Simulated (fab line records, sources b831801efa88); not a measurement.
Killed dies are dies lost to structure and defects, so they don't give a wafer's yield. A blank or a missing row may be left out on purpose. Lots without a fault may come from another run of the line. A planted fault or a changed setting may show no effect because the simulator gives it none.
One fault seen from 2 desks | flow gf180mcu | each desk has only its own numbers; what lay behind them comes last

THE METROLOGY DESK
What the gauges read, lot by lot, whatever tool the lot ran on: means of the sampled wafers that have a number. A lot is out of limits, marked OUT, if its mean lies more than 4 standard deviations from the usual mean; the brackets give that distance.
Columns: A = V5_OVL at GF_V5_OVL_MEAS_15, usual -5 nm; B = V5_W_RS at GF_V5_RS_MEAS_24, usual 0.328 ohm/sq; C = V5_W_THK at GF_V5_THK_MEAS_25, usual 354 nm
lot  | first seen here | A   | B     | C
L377 | day 27 20:25    | -7  | 0.323 | 362
L384 | day 29 16:36    | -6  | 0.331 | 349
L392 | day 32 02:25    | 3   | 0.327 | 355
L394 | day 32 08:39    | -1  | 0.326 | 356
L395 | day 32 17:37    | -12 | 0.333 | 353
L399 | day 33 03:20    | -5  | 0.328 | 355
This desk's finding: nothing out of limits on any of the 6 lots.

THE TOOL OWNER'S DESK: pvd_sputter-03
The tool's own readings at GF_TOP_METAL_SPUTTER_00 (material Ti, target thk 37.5 nm, time 150 s): means of the sampled wafers that have a number, for each lot that ran on this tool. A lot is out of limits, marked OUT, if its mean lies more than 4 standard deviations from the usual mean; the brackets give that distance.
Columns: A = cathode_dc_power_W at GF_TOP_METAL_SPUTTER_00, usual 4000.1 W; B = substrate_temp_c at GF_TOP_METAL_SPUTTER_00, usual 200.01 C; C = throttle_valve_pct at GF_TOP_METAL_SPUTTER_00, usual 29.7 %
lot  | first seen here | A      | B      | C
L384 | day 29 18:12    | 3999.9 | 200.09 | 29.2
L392 | day 32 04:28    | 3999.6 | 199.97 | 29.5
L395 | day 32 19:04    | 4000.1 | 199.99 | 29.6
This desk's finding: nothing out of limits on any of the 3 lots.

PUT TOGETHER
The metrology desk saw nothing out of limits.
The tool owner's desk saw nothing out of limits.

WHAT THE SIMULATOR HAD PUT IN
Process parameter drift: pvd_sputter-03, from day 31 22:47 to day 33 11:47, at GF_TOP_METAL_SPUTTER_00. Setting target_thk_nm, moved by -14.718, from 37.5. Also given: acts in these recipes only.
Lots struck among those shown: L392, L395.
